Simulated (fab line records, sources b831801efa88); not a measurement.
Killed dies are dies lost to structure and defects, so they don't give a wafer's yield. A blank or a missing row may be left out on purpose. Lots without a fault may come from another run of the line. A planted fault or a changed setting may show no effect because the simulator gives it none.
A struck lot beside a sound one | flow sky130 | 15 steps out of a route of 708
Sound: wafers L919.4, L919.5, L919.6. Struck: wafers L912.4, L912.5, L912.6. The cause comes at the end.
At each step with rows: each side's tool, then ch and its chambers, then its first start. Under that, the readings that differ: sound wafers | struck wafers | difference of the means | sigmas: that difference in standard deviations of wafers without a fault.
alike: readings whose means differ by less than 2 such deviations, and words and numbers that are the same on both sides. not compared: withheld readings, readings that some wafer has no value for, bounds like >300 that may hide the same value, and numbers for which the record gives no deviation and whose values overlap.
The two part at a step that has a row with sigmas, a row that says differs or no value, or rows on one side only. Numbers that don't overlap but have no deviation are shown without sigmas and don't part them. A reading that every wafer of one side lacks parts them only if that side has two wafers or more.

SKY_VIA2_ETCH_14: etches BARC in N2/H2, stops on SiO2, time 45.9 s, target depth 60 nm.
  sound on rie_diel-02 ch 0,1,2, day 41 14:53; struck on rie_diel-03 ch 0,2,3, day 40 03:48
  alike: drypump_motor_current_A, h2_flow_sccm, oes_product_au, rf_fwd_power_W, throttle_valve_pct
  not compared: rf_hours_counter_h
SKY_VIA2_ETCH_15: etches SiO2 in C4F8/O2/Ar, stops on TiN, target depth 546 nm, time 84 s.
  sound on rie_diel-02 ch 0,1,2, day 41 14:55; struck on rie_diel-03 ch 0,2,3, day 40 03:50
  alike: oes_product_au, rf_fwd_power_W
  not compared: rf_hours_counter_h
then, 4 steps without rows for these wafers: SKY_VIA2_STRIP_16 (strips in O2/N2); SKY_VIA2_STRIP_17 (strips in post etch residue remover, time 1200 s); SKY_VIA2_CLEAN_18 (cleans in IPA, time 180 s); SKY_VIA2_CLEAN_19 (cleans in O3/DIW).
SKY_VIA2_SPUTTER_20: material TiN, target thk 20 nm, time 80 s.
  sound on pvd_sputter-01, day 41 15:37; struck on pvd_sputter-01, day 40 04:30
  alike: throttle_valve_pct
SKY_VIA2_CVD_21: deposits W, target thk 420 nm, time 126.4 s.
  sound on cvd_w-02 ch 0,1, day 41 15:43; struck on cvd_w-01 ch 0,1, day 40 04:37
  alike: heater_power_w, susceptor_temp_C
SKY_VIA2_RS_MEAS_22: measures by four-point-probe.
  sound on film_metro-04, day 41 15:52; struck on film_metro-01, day 40 04:45
  alike: VIA2_W_RS
SKY_VIA2_THK_MEAS_23: measures by xrf.
  sound on film_metro-04, day 41 15:57; struck on film_metro-01, day 40 04:50
  alike: VIA2_W_THK
SKY_VIA2_CMP_24: polishes, stops on SiO2, t overpolish 20 s, target thk 0 nm.
  sound on cmp-01 ch 0,1,2, day 41 16:05; struck on cmp-02 ch 0,2,3, day 40 05:01
  alike: motor_current_A, overpolish_run_s, slurry_filter_dp_kPa, slurry_flow_ml_min, time_to_endpoint_s
then, 1 step without rows for these wafers: SKY_METAL3_SPUTTER_00 (material Ti, target thk 15 nm, time 10 s).
SKY_METAL3_SPUTTER_01: material TiN, target thk 20 nm, time 16.7 s.
  sound on pvd_sputter-02, day 41 16:18; struck on pvd_sputter-04, day 40 05:11
  reading                                    | sound             | struck           | difference | sigmas
  model.TiN_of_METAL3_SPUTTER_01.thk_nm (nm) | 20.16 20.06 20.01 | 23.4 23.78 23.41 | +3.5       |
  alike: throttle_valve_pct
then, 1 step without rows for these wafers: SKY_METAL3_SPUTTER_02 (material AlCu, target thk 735 nm, time 39.1 s).
-- the record jumps here: 9 days lie between the struck wafers' starts before and after (it left off in module METAL3 and takes up again in module PAD_OPEN, whose first step shown is number 708 of the route) --
SKY_PAD_OPEN_PROBE_99:
  the record has rows for the struck wafers here (prober-02, day 49 00:15) and none for the sound ones

WHERE THEY PART
Only at SKY_PAD_OPEN_PROBE_99, within this record.

WHY: what the simulator had put in
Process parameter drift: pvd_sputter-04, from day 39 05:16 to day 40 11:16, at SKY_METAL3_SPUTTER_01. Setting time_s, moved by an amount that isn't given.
